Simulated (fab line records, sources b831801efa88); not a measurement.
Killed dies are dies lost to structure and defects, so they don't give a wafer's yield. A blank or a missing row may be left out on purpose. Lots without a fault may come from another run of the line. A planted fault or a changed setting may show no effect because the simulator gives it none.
Chamber matching | flow sky130 | SKY_LI_CONTACT_ETCH_15 on rie_diel-02: 4 sister chambers
The step etches PSG in C4F8/O2/Ar, stops on Si, target depth 600 nm. 14 wafers are shown with their chamber, then 7 later ones without.

WAFERS WITH THEIR CHAMBER
wafer  | chamber | oes_product_au (a.u.)
L985.1 | 3       | 0.847
L985.3 | 0       | 0.841
L985.5 | 2       | 0.838
L987.1 | 3       | 0.837
L987.3 | 1       | 0.837
L987.5 | 0       | 0.838
L989.2 | 3       | 0.837
L989.3 | 1       | 0.833
L989.4 | 3       | 0.835
L991.2 | 1       | 0.840
L991.3 | 0       | 0.845
L991.4 | 1       | 0.839
L992.1 | 1       | 0.840
L992.4 | 0       | 0.841

SIGNATURES (means of the wafers above)
reading        | chamber 0 | chamber 1 | chamber 2 | chamber 3 | scatter within a chamber
oes_product_au | 0.84125   | 0.83780   | 0.83800   | 0.83900   | 0.00384
Rule: a wafer's distance from a chamber is the root of the sum, over the readings, of the square of ((its reading less the chamber's mean) divided by the reading's scatter). The wafer belongs to the nearest chamber; if the next one is less than 2 further off, it can't be placed. The scatter: the root of (the sum of the squares of (reading less its chamber's mean) over the shown wafers, divided by (wafers less chambers)).

WAFERS WITHOUT THEIR CHAMBER
wafer  | oes_product_au (a.u.)
L992.6 | 0.824
L104.2 | 0.831
L104.4 | 0.834
L104.5 | 0.836
L105.2 | 0.837
L105.4 | 0.840
L105.5 | 0.835

WHICH CHAMBER EACH WENT THROUGH
wafer  | from the rows above               | in truth
L992.6 | can't be placed: 1 or 2 or 3 or 0 | 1
L104.2 | can't be placed: 1 or 2 or 3 or 0 | 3
L104.4 | can't be placed: 1 or 2 or 3 or 0 | 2
L104.5 | can't be placed: 1 or 2 or 3 or 0 | 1
L105.2 | can't be placed: 1 or 2 or 3 or 0 | 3
L105.4 | can't be placed: 3 or 0 or 2 or 1 | 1
L105.5 | can't be placed: 1 or 2 or 3 or 0 | 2
Placed correctly: 0 of 7. Can't be placed from these rows: 7 (the true chamber is among the candidates in 7). Placed wrongly: 0.
